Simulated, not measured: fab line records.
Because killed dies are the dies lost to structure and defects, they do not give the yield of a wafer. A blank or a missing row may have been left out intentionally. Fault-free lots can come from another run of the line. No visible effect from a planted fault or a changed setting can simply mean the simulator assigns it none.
Matching of chambers :: flow sky130 :: SKY_PAD_OPEN_ETCH_07 on rieDiel-02 has 4 sister chambers
The step etches the open film in CF4/O2, stops on AlCu, target depth 725 nm, time 161.1 s. 14 wafers are shown with their chamber, then 7 later ones without.

== WAFERS, EACH WITH ITS CHAMBER ==
wafer: L348.4
chamber: 0
throttleValvePct (%): 5.955
rfFwdPowerW (W): 790.6
oesProductAu (a.u.): 0.976

wafer: L348.5
chamber: 3
throttleValvePct (%): 5.971
rfFwdPowerW (W): 799.6
oesProductAu (a.u.): 0.986

wafer: L348.6
chamber: 2
throttleValvePct (%): 5.964
rfFwdPowerW (W): 795.8
oesProductAu (a.u.): 0.982

wafer: L349.1
chamber: 0
throttleValvePct (%): 5.942
rfFwdPowerW (W): 797.1
oesProductAu (a.u.): 0.978

wafer: L349.4
chamber: 2
throttleValvePct (%): 5.964
rfFwdPowerW (W): 800.6
oesProductAu (a.u.): 0.979

wafer: L349.5
chamber: 3
throttleValvePct (%): 5.967
rfFwdPowerW (W): 790.3
oesProductAu (a.u.): 0.974

wafer: L354.1
chamber: 2
throttleValvePct (%): 5.977
rfFwdPowerW (W): 798.3
oesProductAu (a.u.): 0.977

wafer: L354.2
chamber: 0
throttleValvePct (%): 5.965
rfFwdPowerW (W): 792.4
oesProductAu (a.u.): 0.979

wafer: L354.3
chamber: 3
throttleValvePct (%): 5.943
rfFwdPowerW (W): 796.0
oesProductAu (a.u.): 0.976

wafer: L361.3
chamber: 1
throttleValvePct (%): 5.976
rfFwdPowerW (W): 801.7
oesProductAu (a.u.): 0.974

wafer: L361.4
chamber: 2
throttleValvePct (%): 5.987
rfFwdPowerW (W): 790.1
oesProductAu (a.u.): 0.967

wafer: L361.5
chamber: 0
throttleValvePct (%): 5.956
rfFwdPowerW (W): 797.9
oesProductAu (a.u.): 0.979

wafer: L362.1
chamber: 1
throttleValvePct (%): 5.962
rfFwdPowerW (W): 799.0
oesProductAu (a.u.): 0.986

wafer: L362.3
chamber: 3
throttleValvePct (%): 5.956
rfFwdPowerW (W): 795.5
oesProductAu (a.u.): 0.971

SIGNATURES (means of the wafers above)
reading: throttleValvePct
chamber 0: 5.95450
chamber 1: 5.96900
chamber 2: 5.97300
chamber 3: 5.95925
scatter within a chamber: 0.011

reading: rfFwdPowerW
chamber 0: 794.500
chamber 1: 800.350
chamber 2: 796.200
chamber 3: 795.350
scatter within a chamber: 3.83

reading: oesProductAu
chamber 0: 0.97800
chamber 1: 0.98000
chamber 2: 0.97625
chamber 3: 0.97675
scatter within a chamber: 0.00576
Rule: for a wafer and a chamber, the distance is found by dividing, reading by reading, the gap between the wafer's reading and the chamber's mean by the reading's scatter, squaring, summing and taking the root. If the next closest chamber is less than 2 further off than the closest, the wafer can't be placed; otherwise it belongs to the closest. The scatter: take each reading less its chamber's mean, square it, sum over the shown wafers, divide by the number of wafers less the number of chambers, and take the root.

== WAFERS WHOSE CHAMBER IS MISSING ==
wafer: L362.5
throttleValvePct (%): 5.954
rfFwdPowerW (W): 798.8
oesProductAu (a.u.): 0.988

wafer: L364.2
throttleValvePct (%): 5.950
rfFwdPowerW (W): 793.9
oesProductAu (a.u.): 0.982

wafer: L364.3
throttleValvePct (%): 5.984
rfFwdPowerW (W): 797.4
oesProductAu (a.u.): 0.972

wafer: L364.5
throttleValvePct (%): 5.944
rfFwdPowerW (W): 800.2
oesProductAu (a.u.): 0.985

wafer: L369.2
throttleValvePct (%): 5.969
rfFwdPowerW (W): 796.8
oesProductAu (a.u.): 0.979

wafer: L369.3
throttleValvePct (%): 5.967
rfFwdPowerW (W): 793.9
oesProductAu (a.u.): 0.973

wafer: L369.4
throttleValvePct (%): 5.970
rfFwdPowerW (W): 796.6
oesProductAu (a.u.): 0.980

== CHAMBER TAKEN BY EACH ==
wafer: L362.5
from the rows above: can't be placed: 1 or 0 or 3 or 2
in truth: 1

wafer: L364.2
from the rows above: can't be placed: 0 or 3 or 2 or 1
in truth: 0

wafer: L364.3
from the rows above: can't be placed: 2 or 1 or 3 or 0
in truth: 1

wafer: L364.5
from the rows above: can't be placed: 0 or 3 or 1 or 2
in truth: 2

wafer: L369.2
from the rows above: can't be placed: 2 or 1 or 3 or 0
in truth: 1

wafer: L369.3
from the rows above: can't be placed: 2 or 3 or 0 or 1
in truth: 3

wafer: L369.4
from the rows above: can't be placed: 2 or 1 or 3 or 0
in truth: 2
Placed correctly: 0 of 7. Unplaceable from these rows: 7, with the true chamber sitting among the candidates in 7. Wrongly placed: 0.
